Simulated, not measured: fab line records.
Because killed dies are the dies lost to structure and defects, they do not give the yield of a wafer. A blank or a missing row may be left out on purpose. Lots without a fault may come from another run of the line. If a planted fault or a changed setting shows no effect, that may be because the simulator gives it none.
8D (eight disciplines) problem report, filled in by code :: flow gf180mcu :: the parts of the form that need people (team, actions taken, sign-off) are left out

== 1. PROBLEM STATEMENT ==
Wafers without a fault read 25.000, standard deviation 0.0073; beam energy keV at GF_HV_LDD_IMPLANT_21 reads a mean of 24.167 on 6 wafers belonging to 2 lots. So: -99 or more standard deviations from the usual mean.
Earliest sighting: wafer L594.1 on implanter-01 at day 12 05:46. The record holds 42 wafers of 14 lots with a number at this step. Rule for "out", or "out of limits": more than 4 standard deviations from the usual mean. Any other wafer with a number is counted as sound.

== 2. WHAT IT IS, AND WHAT IT ISN'T ==
question: which readings at this step
is: beam energy keV
is not: -

question: which lots
is: L594, L596
is not: L589, L591, L598, L599, L602, L603, L606, L607, L609, L610, L611, L612

question: which wafers of those lots
is: all that have a number
is not: -

question: read on which tools
is: implanter-01
is not: implanter-02, implanter-03

question: when
is: from day 12 05:46
is not: up to then (6 sound wafers); but 30 sound wafers of L598, L599, L602, L603, L606, L607, L609, L610, L611, L612 came after

== 3. WHAT RULES OUT EACH SUSPECT ==
Counting: a tool stays on the suspect list if, at a process step up to the reading, it processed all lots that are out and no sound lot following the first of them.
- implanter-01 at GF_HV_LDD_IMPLANT_21: ruled out as a lasting fault. Following L594 (day 12 05:46), the first lot on it that is out, the sound lots L606, L610, L612 were run on it.
Left after counting: nothing in the record.

== 4. THE CAUSE (what the simulator had put in) ==
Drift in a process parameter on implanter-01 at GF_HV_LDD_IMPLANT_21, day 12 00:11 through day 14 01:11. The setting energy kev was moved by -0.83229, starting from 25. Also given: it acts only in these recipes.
Counting ruled it out, wrongly.

== 5. THE EFFECT CHAIN, in route order ==
Each row: a reading where the mean over the struck wafers with a number is more than 3 standard deviations away from the usual. Only readings for which the record gives a usual standard deviation are gone through. hours: the time from each lot's start at the first step in this table that gives one to its start at this step, as a median over the lots. sigmas: the change in usual standard deviations.
hours: 0
step: GF_HV_LDD_IMPLANT_21
reading: beam energy keV
usual: 25.000
on struck wafers: 24.167
change: -0.833
sigmas: -99 or more
Here are the process steps it includes:
- GF_HV_LDD_IMPLANT_21

== 6. WHAT WOULD HAVE CAUGHT IT SOONER ==
In this record the first reading out of limits was taken at day 12 05:46, 6 hours after the fault began at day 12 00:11.
